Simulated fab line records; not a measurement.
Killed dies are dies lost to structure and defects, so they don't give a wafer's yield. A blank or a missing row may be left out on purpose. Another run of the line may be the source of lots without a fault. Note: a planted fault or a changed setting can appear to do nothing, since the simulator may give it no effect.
Which tool is to blame? ; flow sky130 ; 6 lots, 18 wafers sampled, at 2 steps of a route of 708

## WHAT THE GAUGES READ, wafer by wafer
SKY_LOCAL_INTERCONNECT_RS_MEAS_01: measures by four-point-probe.
lot;measured;on;LOCAL_INTERCONNECT_TIN_RS (ohm/sq)
L817;day 29 15:44;film-metro-04;14.13 14.14 14.20
L821;day 30 22:44;film-metro-01;13.97 14.13 14.03
L824;day 32 00:20;film-metro-01;- - -
L826;day 32 04:25;film-metro-02;- - -
L834;day 35 04:58;film-metro-01;14.30 14.42 14.47
L839;day 36 12:35;film-metro-04;14.15 14.27 14.08

## WHAT TOOL EACH LOT RAN ON (gives the tool, then ch and the chambers of the sampled wafers, and finally the start)
lot;SKY_LOCAL_INTERCONNECT_SPUTTER_00
L817;pvd-sputter-01, day 29 15:39
L821;pvd-sputter-03, day 30 22:41
L824;pvd-sputter-03, day 32 00:14
L826;pvd-sputter-03, day 32 04:20
L834;pvd-sputter-01, day 35 04:54
L839;pvd-sputter-03, day 36 12:30
- SKY_LOCAL_INTERCONNECT_SPUTTER_00: material TiN, target thk 100 nm, time 83.3 s.

## THE ANSWER, worked out from the rows above alone
Rule: usual is defined by the lots themselves. Put in order of their means at a reading, lots are off if they are a third of the lots or fewer, leave a main group of 4 or more, and stand apart from it by a gap of 3 or more times the standard deviation of the main group's means; of several such gaps the widest counts. A main group is skipped when, at the precision printed for the reading in the tables above, its means are all equal. A lot without any number at a reading at which 4 lots or more have one is off too. The other lots that the step has rows for count as sound.
Off: at SKY_LOCAL_INTERCONNECT_RS_MEAS_01 (LOCAL_INTERCONNECT_TIN_RS), L824, L826. Without a number there: L824, L826. The main group has a mean of 14.19 ohm/sq with a standard deviation of 0.13.
A tool fits if, at a process step before that reading, it ran every lot that is off, and no sound lot after the first of them. Those tools and the gauges at SKY_LOCAL_INTERCONNECT_RS_MEAS_01 are tried in the same way. Not one of the candidates tried fits.

## WHAT THE SIMULATOR HAD INSERTED
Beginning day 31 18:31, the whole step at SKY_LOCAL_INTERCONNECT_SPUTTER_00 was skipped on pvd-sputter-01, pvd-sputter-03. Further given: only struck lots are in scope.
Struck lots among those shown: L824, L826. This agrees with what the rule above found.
